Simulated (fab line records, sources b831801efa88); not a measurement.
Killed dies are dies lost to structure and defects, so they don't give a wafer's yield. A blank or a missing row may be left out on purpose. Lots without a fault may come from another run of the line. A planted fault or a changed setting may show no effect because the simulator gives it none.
fab line records | flow sky130
record lots=6 wafers=18 last_day=50
route steps=708 shown CAPM@538 PAD_OPEN@708
lots that met no fault: from a run of the same line without faults
start_h: hours from the record's first day to the start of the lot's first wafer shown | wait_h: hours since the lot's step before | " the same as in the row above | L1.1+2: a row that stands for several wafers | - no value, or no start given | * or withheld: withheld | < > ~ a bound
route shown NAME@n: a module of which the file shows steps, and the number in the route of the first | usual: mean/standard deviation of fault-free wafers | same: alike in all rows | chamber/n: place in a boat | sites: the reading at each site | _std_site: their standard deviation | _edge_site: outer sites' mean less inner sites' | radius_mm: how far each site lies from the wafer's centre | mask NAME#n: copy n | behind: the tool/chamber that last shaped the wafer | hold: why the lot was held/for how many hours/how that ended | device: the transistor (n, p or np) that didn't switch | end of line: the same wafers' tests at the end of the route | a step without rows: its recipe alone | killed: dies lost to structure and defects at the first sort, not the wafer's yield | map: a wafer's dies, x killed, . not, _ none there
set.NAME: the setting as run; set.NAME@STEP: as run at that earlier step | model.NAME: the simulator's own value behind a step, which no gauge read
lots at some steps of the route; a table a step, a row a wafer
services: from which hour (start_h, from the record's first day; less than 0 if before it) a tool's chamber was out of use, for how many hours, and why
## steps
# step SKY_CAPM_THK_MEAS_01
# recipe reads=SiO2_of_CAPM_CVD_00
# usual CAPM_CVD_00_THK=15.46/0.25
# columns lot.wafer tool chamber start_h wait_h CAPM_CVD_00_THK[nm]
L899.1 film_metro-02 - 861.34 - 15.37
L899.5 " - " " 15.79
L899.6 " - " " 15.61
L907.2 film_metro-03 - 917.58 - 15.14
L907.3 " - " " 15.30
L907.5 " - " " 15.62
L910.1 film_metro-04 - 942.79 - 14.98
L910.2 " - " " 15.10
L910.5 " - " " 15.54
L914.1 film_metro-02 - 970.53 - 15.33
L914.3 " - " " 15.05
L914.4 " - " " 15.54
L915.2 film_metro-04 - 971.69 - 15.42
L915.3 " - " " 15.45
L915.6 " - " " 15.60
L921.1 film_metro-02 - 1018.74 - 15.33
L921.4 " - " " 15.61
L921.6 " - " " 15.54
# step SKY_CAPM_SPUTTER_02
# recipe material=TiN target_thk_nm=200 temp_c=300 power_w=6500 time_s=166.7 chamber_pressure_pa=0.4
# usual susceptor_temp_C=300.01/0.17 throttle_valve_pct=29.4/0.91
# columns lot.wafer tool chamber start_h wait_h susceptor_temp_C throttle_valve_pct
L899.1 pvd_sputter-02 - 861.40 0.1 300.09 29.7
L899.5 " - " " 300.17 27.6
L899.6 " - " " 300.09 29.4
L907.2 pvd_sputter-01 - 917.63 0.0 300.30 28.8
L907.3 " - " " 299.91 29.6
L907.5 " - " " 300.10 29.7
L910.1 pvd_sputter-04 - 942.85 0.1 300.15 28.9
L910.2 " - " " 299.94 29.9
L910.5 " - " " 300.00 28.8
L914.1 pvd_sputter-01 - 970.59 0.1 300.01 30.0
L914.3 " - " " 299.97 28.7
L914.4 " - " " 300.19 28.9
L915.2 pvd_sputter-02 - 971.74 0.0 299.90 29.8
L915.3 " - " " 299.92 27.5
L915.6 " - " " 299.75 31.0
L921.1 pvd_sputter-01 - 1018.80 0.1 300.24 29.7
L921.4 " - " " 300.10 28.8
L921.6 " - " " 300.36 28.9
# step SKY_CAPM_RS_MEAS_03
# recipe thk_meas_gauge=four-point-probe reads=TiN_of_CAPM_SPUTTER_02
# usual CAPM_TIN_RS=7.01/0.094
# columns lot.wafer tool chamber start_h wait_h CAPM_TIN_RS[ohm/sq]
L899.1 film_metro-02 - 861.51 0.1 6.95
L899.5 " - " " 6.95
L899.6 " - " " 6.99
L907.2 film_metro-04 - 917.75 0.1 7.05
L907.3 " - " " 6.92
L907.5 " - " " 6.88
L910.1 film_metro-02 - 942.96 0.1 6.92
L910.2 " - " " 7.10
L910.5 " - " " 6.86
L914.1 film_metro-02 - 970.70 0.1 7.17
L914.3 " - " " 7.16
L914.4 " - " " 7.22
L915.2 film_metro-02 - 971.87 0.1 6.91
L915.3 " - " " 7.04
L915.6 " - " " 6.86
L921.1 film_metro-04 - 1018.91 0.1 7.01
L921.4 " - " " 7.25
L921.6 " - " " 7.17
# step SKY_CAPM_THK_MEAS_04
# recipe thk_meas_gauge=xrf reads=TiN_of_CAPM_SPUTTER_02
# usual CAPM_TIN_THK=196.9/2.6
# columns lot.wafer tool chamber start_h wait_h CAPM_TIN_THK[nm]
L899.1 film_metro-02 - 861.63 0.1 197.6
L899.5 " - " " 198.2
L899.6 " - " " 196.5
L907.2 film_metro-04 - 917.86 0.1 196.4
L907.3 " - " " 200.6
L907.5 " - " " 201.7
L910.1 film_metro-02 - 943.08 0.1 198.5
L910.2 " - " " 194.9
L910.5 " - " " 200.2
L914.1 film_metro-02 - 970.82 0.1 193.0
L914.3 " - " " 192.1
L914.4 " - " " 191.4
L915.2 film_metro-02 - 971.98 0.1 200.1
L915.3 " - " " 196.6
L915.6 " - " " 202.4
L921.1 film_metro-04 - 1019.03 0.1 197.4
L921.4 " - " " 191.8
L921.6 " - " " 193.5
# step SKY_CAPM_DEHYDRATE_05
# recipe temp_c=200 time_s=60
# step SKY_CAPM_HMDS_06
# recipe prime_time_s=60 prime_temp_c=120
# step SKY_CAPM_COAT_07
# recipe resist=NOVOLAK spin_rpm=3000 resist_thk_nm=1140
# step SKY_CAPM_SOFTBAKE_08
# recipe temp_c=90 time_s=60 resist=NOVOLAK
# step SKY_CAPM_EXPOSE_09
# recipe mask_id=CAPM na=0.6 source_shape=conventional sigma_outer=0.6 polarization=unpolarized target_cd_nm=1000 dose_mj=159
# step SKY_CAPM_PEB_10
# recipe temp_c=withheld time_s=* resist=NOVOLAK
# step SKY_CAPM_DEVELOP_11
# recipe resist=NOVOLAK developer=TMAH develop_time_s=60 dev_temp_c=23
# step SKY_CAPM_OVL_MEAS_12
# usual CAPM_OVL=0.7/1.3
# columns lot.wafer tool chamber start_h wait_h CAPM_OVL[nm]
L899.1 overlay-02 - 886.78 0.1 0.3
L899.5 " - " " 0.7
L899.6 " - " " 2.0
L907.2 overlay-02 - 942.20 0.1 0.4
L907.3 " - " " 1.1
L907.5 " - " " 0.3
L910.1 overlay-02 - 966.63 0.1 0.8
L910.2 " - " " -0.7
L910.5 " - " " -1.6
L914.1 overlay-02 - 994.43 0.1 2.8
L914.3 " - " " 4.0
L914.4 " - " " 2.6
L915.2 overlay-02 - 995.29 0.1 3.3
L915.3 " - " " 2.7
L915.6 " - " " 3.3
L921.1 overlay-02 - 1040.74 0.1 -1.0
L921.4 " - " " 0.6
L921.6 " - " " -1.4
# step SKY_CAPM_METAL_ETCH_13
# recipe target_depth_nm=220 stop_on=SiO2 chemistry=Cl2/BCl3 target=TiN pressure_mtorr=10 icp_w=900 bias_w=48.5 Cl2_flow_sccm=60 bcl3_flow_sccm=30 time_s=62.9
# usual bcl3_flow_sccm=29.97/0.087 bias_w=48.51/0.14 chamber_pressure_mTorr=10.000/0.0093 drypump_motor_current_A=5.9/0.39 oes_product_au=0.934/0.0088 throttle_valve_pct=21.906/0.0091
# columns lot.wafer tool chamber start_h wait_h bcl3_flow_sccm bias_w chamber_pressure_mTorr drypump_motor_current_A oes_product_au rf_hours_counter_h throttle_valve_pct model.NOVOLAK_of_CAPM_COAT_07.thk_nm
L899.1 rie_metal-04 1 886.82 0.0 29.99 48.61 9.986 5.5 0.937 1 21.907 989.5
L899.5 " 1 " " 29.94 48.76 9.996 5.5 0.935 - 21.904 988.4
L899.6 " 0 " " 30.07 48.55 10.006 6.1 0.936 - 21.898 989.4
L907.2 rie_metal-04 1 942.23 0.0 29.90 48.64 10.004 5.5 0.922 4 21.925 1001
L907.3 " 1 " " 30.03 48.80 9.998 5.5 0.937 - 21.898 998.6
L907.5 " 1 " " 30.01 48.69 10.014 5.5 0.945 - 21.892 1002
L910.1 rie_metal-03 0 966.67 0.0 29.78 48.68 9.993 6.4 0.950 14 21.900 990.7
L910.2 " 1 " " 29.81 48.40 10.015 6.1 0.927 1 21.908 994.3
L910.5 " 0 " " 29.86 48.51 9.987 6.5 0.943 - 21.906 988.8
L914.1 rie_metal-04 0 994.46 0.0 - - - - - - - 1141
L914.3 " 0 " " - - - - - - - 1148
L914.4 " 1 " " - - - - - - - 1141
L915.2 rie_metal-01 0 995.32 0.0 - - - - - - - 1142
L915.3 " 0 " " - - - - - - - 1138
L915.6 " 1 " " - - - - - - - 1141
L921.1 rie_metal-04 0 1040.78 0.0 30.01 48.39 9.988 6.2 0.937 6 21.907 991.5
L921.4 " 0 " " 30.12 48.56 9.990 6.2 0.913 - 21.920 993.1
L921.6 " 1 " " 29.90 48.55 10.002 5.5 0.912 - 21.910 988.7
# step SKY_CAPM_STRIP_14
# recipe chemistry=O2/N2 power_w=1400 pressure_mtorr=1500 platen_temp_c=withheld o2_flow_sccm=3000 n2_flow_sccm=300 overash_fraction=0.5
# usual chamber_pressure_mTorr=1500/4.1 drypump_motor_current_A=5.7/0.77 o2_flow_sccm=3000/9 oes_product_au=0.710/0.0045 strip_time_to_endpoint_s=12.66/0.044
# columns lot.wafer tool chamber start_h wait_h chamber_pressure_mTorr drypump_motor_current_A o2_flow_sccm oes_product_au rf_hours_counter_h strip_time_to_endpoint_s
L899.1 plasma_asher-01 0 886.90 0.1 1499 5.9 2993 0.708 50 12.60
L899.5 " 1 " " 1500 6.7 2989 0.714 - 12.59
L899.6 " 0 " " 1501 5.9 3000 0.711 - 12.60
L907.2 plasma_asher-03 0 942.30 0.1 1504 6.4 2986 0.701 20 12.75
L907.3 " 1 " " 1498 6.7 2995 0.710 - 12.72
L907.5 " 1 " " 1503 6.7 2999 0.713 - 12.76
L910.1 plasma_asher-02 0 966.75 0.1 1503 4.8 3006 0.709 111 12.62
L910.2 " 1 " " 1500 5.1 2995 0.705 111 12.67
L910.5 " 0 " " 1498 4.8 2990 0.705 - 12.59
L914.1 plasma_asher-01 1 994.54 0.1 1499 6.7 2998 0.719 63 14.20
L914.3 " 0 " " 1503 5.9 3006 0.718 - 14.27
L914.4 " 1 " " 1502 6.7 2998 0.708 - 14.20
L915.2 plasma_asher-01 1 995.40 0.1 1503 6.7 2990 0.724 63 14.21
L915.3 " 1 " " 1499 6.7 2988 0.707 - 14.16
L915.6 " 0 " " 1500 5.9 2992 0.712 - 14.20
L921.1 plasma_asher-01 1 1040.85 0.1 1502 6.7 3004 0.714 68 12.63
L921.4 " 0 " " 1500 5.9 2999 0.704 - 12.68
L921.6 " 0 " " 1500 5.9 3004 0.702 - 12.60
# step SKY_CAPM_STRIP_15
# recipe chemistry=post_etch_residue_remover time_s=1200 temp_c=72.5
# step SKY_PAD_OPEN_PROBE_99
# usual defect_limited_yield=82.9/2.2 killed_at_M0_to_M3=42/7 killed_at_M4_up=2.8/1.8 killed_at_contacts=24/5.8 killed_at_front_end=15/4.8 killed_at_other=0.3/0.56 killed_dies=84/11 killed_on_rim=17/4.2 killed_open=46/7.8 killed_short=38/6.3 sort_bin_3_pad_short=0.8/0.43 sort_bin_5_function=10.2/1.6 sort_bin_6_memory=6.0/1.1 sort_n_pass=408/11 sort_yield_pct=82.9/2.2
# same gross_dies=492 killed_at_back_side=0 sort_bin_4_leakage[%]=0 sort_bin_8_speed[%]=0
# columns lot.wafer tool chamber start_h wait_h defect_limited_yield[%] killed_at_M0_to_M3 killed_at_M4_up killed_at_contacts killed_at_front_end killed_at_other killed_dies killed_on_rim killed_open killed_short sort_bin_3_pad_short[%] sort_bin_5_function[%] sort_bin_6_memory[%] sort_n_pass sort_yield_pct[%]
L899.1 prober-02 - 1084.14 0.1 83.1 41 1 27 14 0 83 24 44 39 0.2 11.2 5.5 409 83.1
L899.5 prober-02 - 1084.34 0.2 86.8 32 4 11 17 1 65 13 26 39 1.2 6.9 5.1 427 86.8
L899.6 prober-02 - 1084.39 0.2 87.0 29 2 20 12 1 64 8 36 28 0.4 8.9 3.7 428 87.0
L907.2 prober-02 - 1129.74 0.1 83.9 47 7 18 7 0 79 14 38 41 0.4 10.4 5.3 413 83.9
L907.3 prober-02 - 1129.79 0.2 81.7 40 2 26 22 0 90 16 49 41 0 9.6 8.7 402 81.7
L907.5 prober-02 - 1129.89 0.2 83.1 43 2 29 8 1 83 16 45 38 0.8 9.6 6.5 409 83.1
L914.1 prober-01 - 1170.59 0.1 0 53 6 25 11 397 492 96 55 40 0.8 91.7 7.5 0 0
L914.3 prober-01 - 1170.69 0.2 0 40 1 35 11 405 492 96 49 37 1.4 91.7 6.9 0 0
L914.4 prober-01 - 1170.74 0.2 0 38 4 20 13 417 492 96 34 41 1.8 91.5 6.7 0 0
L915.2 prober-02 - 1170.99 0.1 0 47 0 25 26 394 492 96 59 39 1.4 92.9 5.7 0 0
L915.3 prober-02 - 1171.04 0.2 0 47 5 25 16 399 492 96 53 40 1.0 91.1 7.9 0 0
L915.6 prober-02 - 1171.19 0.2 0 34 3 13 18 424 492 96 37 31 0.8 94.7 4.5 0 0
# killed by level:class
L899.1 CONTACT:geometric_particle:open=11 METAL2:geometric_particle:short=10 VIA1:geometric_particle:open=8 LOCAL_INTERCONNECT:geometric_particle:short=6 VIA2:geometric_particle:open=6 LI_CONTACT:geometric_particle:open=4 CONTACT:geometric_particle:short=4 METAL3:geometric_particle:short=4
L899.5 METAL2:geometric_particle:short=6 VIA2:geometric_particle:open=6 FIELD_ISO:geometric_particle:short=5 METAL1:geometric_particle:short=4 FIELD_ISO:geometric_particle:open=3 POLY_GATE:geometric_particle:short=3 LI_CONTACT:geometric_particle:open=3 CONTACT:geometric_particle:open=3
L899.6 CONTACT:geometric_particle:open=6 VIA2:geometric_particle:open=6 VIA1:geometric_particle:open=6 CONTACT:geometric_particle:short=5 POLY_GATE:geometric_particle:open=3 LI_CONTACT:geometric_particle:open=3 VIA2:geometric_particle:short=3 LOCAL_INTERCONNECT:geometric_particle:short=3
L907.2 VIA1:geometric_particle:open=14 METAL2:geometric_particle:short=9 CONTACT:geometric_particle:short=5 METAL4:geometric_particle:short=5 LI_CONTACT:geometric_particle:short=4 LI_CONTACT:geometric_particle:open=4 METAL1:geometric_particle:short=4 VIA2:geometric_particle:open=4
L907.3 LI_CONTACT:geometric_particle:open=15 VIA1:geometric_particle:open=8 METAL2:geometric_particle:short=7 POLY_GATE:geometric_particle:open=7 VIA1:geometric_particle:short=5 VIA3:geometric_particle:open=5 FIELD_ISO:geometric_particle:short=4 POLY_GATE:geometric_particle:short=4
L907.5 VIA1:geometric_particle:open=10 CONTACT:geometric_particle:open=8 METAL2:geometric_particle:short=7 VIA3:geometric_particle:open=7 LI_CONTACT:geometric_particle:open=5 LI_CONTACT:geometric_particle:short=5 LOCAL_INTERCONNECT:geometric_particle:short=5 CONTACT:geometric_particle:short=5
L914.1 CAPM:area_etch=397 VIA1:geometric_particle:open=16 CONTACT:geometric_particle:open=8 LOCAL_INTERCONNECT:geometric_particle:short=7 METAL2:geometric_particle:short=7 VIA3:geometric_particle:open=7 VIA1:geometric_particle:short=6 LI_CONTACT:geometric_particle:open=5
L914.3 CAPM:area_etch=405 CONTACT:geometric_particle:open=16 METAL2:geometric_particle:short=11 LI_CONTACT:geometric_particle:open=8 POLY_GATE:geometric_particle:open=5 VIA1:geometric_particle:open=5 VIA3:geometric_particle:open=5 LOCAL_INTERCONNECT:geometric_particle:short=4
L914.4 CAPM:area_etch=417 FIELD_ISO:geometric_particle:short=8 VIA1:geometric_particle:open=7 LI_CONTACT:geometric_particle:open=6 VIA2:geometric_particle:open=5 CONTACT:geometric_particle:short=5 METAL2:geometric_particle:short=5 CONTACT:geometric_particle:open=4
L915.2 CAPM:area_etch=394 VIA1:geometric_particle:open=11 CONTACT:geometric_particle:open=10 POLY_GATE:geometric_particle:open=8 LI_CONTACT:geometric_particle:open=7 METAL2:geometric_particle:short=7 FIELD_ISO:geometric_particle:open=6 CONTACT:geometric_particle:short=6
L915.3 CAPM:area_etch=399 VIA2:geometric_particle:open=19 CONTACT:geometric_particle:open=8 CONTACT:geometric_particle:short=6 POLY_GATE:geometric_particle:open=5 VIA1:geometric_particle:open=5 METAL4:geometric_particle:short=5 LI_CONTACT:geometric_particle:open=4
L915.6 CAPM:area_etch=424 VIA3:geometric_particle:open=9 CONTACT:geometric_particle:open=8 FIELD_ISO:geometric_particle:short=5 METAL1:geometric_particle:short=5 VIA1:geometric_particle:open=5 VIA2:geometric_particle:open=4 METAL2:geometric_particle:short=4
# map L914.1 (x killed, . not)
__________xxxxxxxxxx_________
________xxxxxxxxxxxxxx_______
______xxxxxxxxxxxxxxxxxx_____
_____xxxxxxxxxxxxxxxxxxxx____
____xxxxxxxxxxxxxxxxxxxxxx___
___xxxxxxxxxxxxxxxxxxxxxxxx__
__xxxxxxxxxxxxxxxxxxxxxxxxxx_
_xxxxxxxxxxxxxxxxxxxxxxxxxxxx
_xxxxxxxxxxxxxxxxxxxxxxxxxxxx
_xxxxxxxxxxxxxxxxxxxxxxxxxxxx
_xxxxxxxxxxxxxxxxxxxxxxxxxxxx
_xxxxxxxxxxxxxxxxxxxxxxxxxxxx
_xxxxxxxxxxxxxxxxxxxxxxxxxxxx
_xxxxxxxxxxxxxxxxxxxxxxxxxxxx
_xxxxxxxxxxxxxxxxxxxxxxxxxxxx
__xxxxxxxxxxxxxxxxxxxxxxxxxx_
___xxxxxxxxxxxxxxxxxxxxxxxx__
____xxxxxxxxxxxxxxxxxxxxxx___
_____xxxxxxxxxxxxxxxxxxxx____
______xxxxxxxxxxxxxxxxxx_____
________xxxxxxxxxxxxxx_______
__________xxxxxxxxxx_________
# map L915.2 (x killed, . not)
__________xxxxxxxxxx_________
________xxxxxxxxxxxxxx_______
______xxxxxxxxxxxxxxxxxx_____
_____xxxxxxxxxxxxxxxxxxxx____
____xxxxxxxxxxxxxxxxxxxxxx___
___xxxxxxxxxxxxxxxxxxxxxxxx__
__xxxxxxxxxxxxxxxxxxxxxxxxxx_
_xxxxxxxxxxxxxxxxxxxxxxxxxxxx
_xxxxxxxxxxxxxxxxxxxxxxxxxxxx
_xxxxxxxxxxxxxxxxxxxxxxxxxxxx
_xxxxxxxxxxxxxxxxxxxxxxxxxxxx
_xxxxxxxxxxxxxxxxxxxxxxxxxxxx
_xxxxxxxxxxxxxxxxxxxxxxxxxxxx
_xxxxxxxxxxxxxxxxxxxxxxxxxxxx
_xxxxxxxxxxxxxxxxxxxxxxxxxxxx
__xxxxxxxxxxxxxxxxxxxxxxxxxx_
___xxxxxxxxxxxxxxxxxxxxxxxx__
____xxxxxxxxxxxxxxxxxxxxxx___
_____xxxxxxxxxxxxxxxxxxxx____
______xxxxxxxxxxxxxxxxxx_____
________xxxxxxxxxxxxxx_______
__________xxxxxxxxxx_________
## services
# columns tool chamber start_h hours kind
rie_metal-04 1 841.74 - clean
rie_metal-04 1 841.74 19.3 scheduled_down
rie_metal-04 1 841.74 19.3 vent_cycle
pvd_sputter-04 - 857.37 13.4 repair
plasma_asher-01 - 860.48 1.4 repair
plasma_asher-01 - 875.32 1.2 repair
plasma_asher-02 - 880.67 14.6 pm
pvd_sputter-01 - 884.84 0.6 repair
pvd_sputter-02 - 887.76 7.1 repair
rie_metal-04 - 889.96 2.8 pm
pvd_sputter-04 - 896.00 9.3 repair
pvd_sputter-04 - 896.28 6.1 repair
plasma_asher-02 - 897.25 16.6 repair
pvd_sputter-04 - 898.52 14.9 repair
rie_metal-04 0 910.49 - clean
pvd_sputter-04 - 938.80 2.7 repair
pvd_sputter-02 - 943.68 0.5 repair
pvd_sputter-01 - 948.57 15.8 repair
rie_metal-04 0 951.34 7.3 repair
rie_metal-01 - 967.93 4.3 pm
rie_metal-03 0 975.18 21.3 repair
rie_metal-03 - 1002.87 0.5 repair
pvd_sputter-01 - 1004.35 3.2 repair
rie_metal-03 - 1037.16 14.6 pm
## key
first_sign step=SKY_CAPM_METAL_ETCH_13 reading=tool_record direction=missing
effect step=SKY_CAPM_STRIP_14 reading=strip_time_to_endpoint_s direction=up sigmas=35 usual=* struck=*
effect step=SKY_PAD_OPEN_PROBE_99 reading=killed_at_other direction=up sigmas=99+ usual=0.3 struck=406
model_effect step=SKY_CAPM_METAL_ETCH_13 value=NOVOLAK_of_CAPM_COAT_07.thk_nm without=995.8 struck=1142
more_kills_born_at SKY_CAPM_METAL_ETCH_13@rie_metal-04=1219 SKY_CAPM_METAL_ETCH_13@rie_metal-01=1217
met_at SKY_CAPM_METAL_ETCH_13
struck_wafers L914.1,L914.3,L914.4,L915.2,L915.3,L915.6
later_rows_left_out L914.1,L914.3,L914.4,L915.2,L915.3,L915.6
onset_between 942.23 994.46
fault kind=skipped_step_whole tool=rie_metal-01,rie_metal-04 chamber=- onset_h=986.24 steps=SKY_CAPM_METAL_ETCH_13 scope=struck_lots_only
# later_rows_left_out: the simulator's readings of these wafers behind a module that went badly wrong aren't trusted and aren't shown, but for the sort
